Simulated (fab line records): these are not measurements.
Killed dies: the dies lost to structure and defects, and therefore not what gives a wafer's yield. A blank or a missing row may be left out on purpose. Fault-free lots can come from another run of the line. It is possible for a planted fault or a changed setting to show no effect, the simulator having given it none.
The tool behind it: which one?    flow gf180mcu    Sampling: 7 lots, 21 wafers, 3 of 602 route steps

== WHAT THE GAUGES SHOWED, per wafer ==
GF_M3_CD_MEAS_14: target cd 280 nm.
lot   measured      on        cdNm (nm)
L905  day 22 05:47  cdSem-01  281.3 280.0 280.6
L908  day 23 07:03  cdSem-01  281.2 281.1 280.9
L910  day 24 02:09  cdSem-02  280.3 280.4 280.8
L913  day 25 04:20  cdSem-02  - - -
L915  day 25 15:49  cdSem-01  - - -
L918  day 26 22:51  cdSem-01  279.8 280.2 279.1
L924  day 28 16:57  cdSem-01  280.0 279.7 278.7

== WHICH TOOL RAN EACH LOT (tool, then ch and the chambers of the sampled wafers, then the start) ==
lot   GF_V2_STRIP_18                       GF_M3_EXPOSE_11
L905  plasmaAsher-01 ch 0,1, day 21 04:31  krfScanner-01 ch 0, day 21 18:29
L908  plasmaAsher-03 ch 0,1, day 22 06:58  krfScanner-02 ch 0, day 22 20:26
L910  plasmaAsher-01 ch 0,1, day 23 02:19  krfScanner-02 ch 0, day 23 15:29
L913  plasmaAsher-02 ch 0, day 24 04:44    krfScanner-02, day 24 18:01
L915  plasmaAsher-02 ch 0,1, day 24 16:23  krfScanner-02, day 25 04:37
L918  plasmaAsher-02 ch 0,1, day 26 00:17  krfScanner-01 ch 0, day 26 12:34
L924  plasmaAsher-03 ch 0,1, day 27 19:22  krfScanner-02 ch 0, day 28 06:53
- GF_V2_STRIP_18: strips in O2/N2.
- GF_M3_EXPOSE_11: exposes mask Metal3, target cd 280 nm.

== THE ANSWER, worked out from the rows above alone ==
Rule: what is usual is taken from the lots themselves. Put in order of their means at a reading, lots are off if they are a third of the lots or fewer, leave a main group of 4 or more, and stand apart from it by a gap of 3 or more times the standard deviation of the main group's means; of several such gaps the widest counts. The tables above print the reading to a certain number of digits; a main group whose means all agree to those digits is not used. Also off: a lot with no number at a reading for which 4 or more lots have one. All remaining lots with rows at the step are treated as sound.
Off: L913, L915 (GF_M3_CD_MEAS_14, cdNm). Without a number there: L913, L915. Main group: mean 280.3 nm, sd 0.6.
A tool fits if, at a process step before that reading, it ran every lot that is off, and no sound lot after the first of them. Those tools and the gauges at GF_M3_CD_MEAS_14 are tried in the same way. Not one of the candidates tried fits.

== WHAT HAD BEEN PUT IN BY THE SIMULATOR ==
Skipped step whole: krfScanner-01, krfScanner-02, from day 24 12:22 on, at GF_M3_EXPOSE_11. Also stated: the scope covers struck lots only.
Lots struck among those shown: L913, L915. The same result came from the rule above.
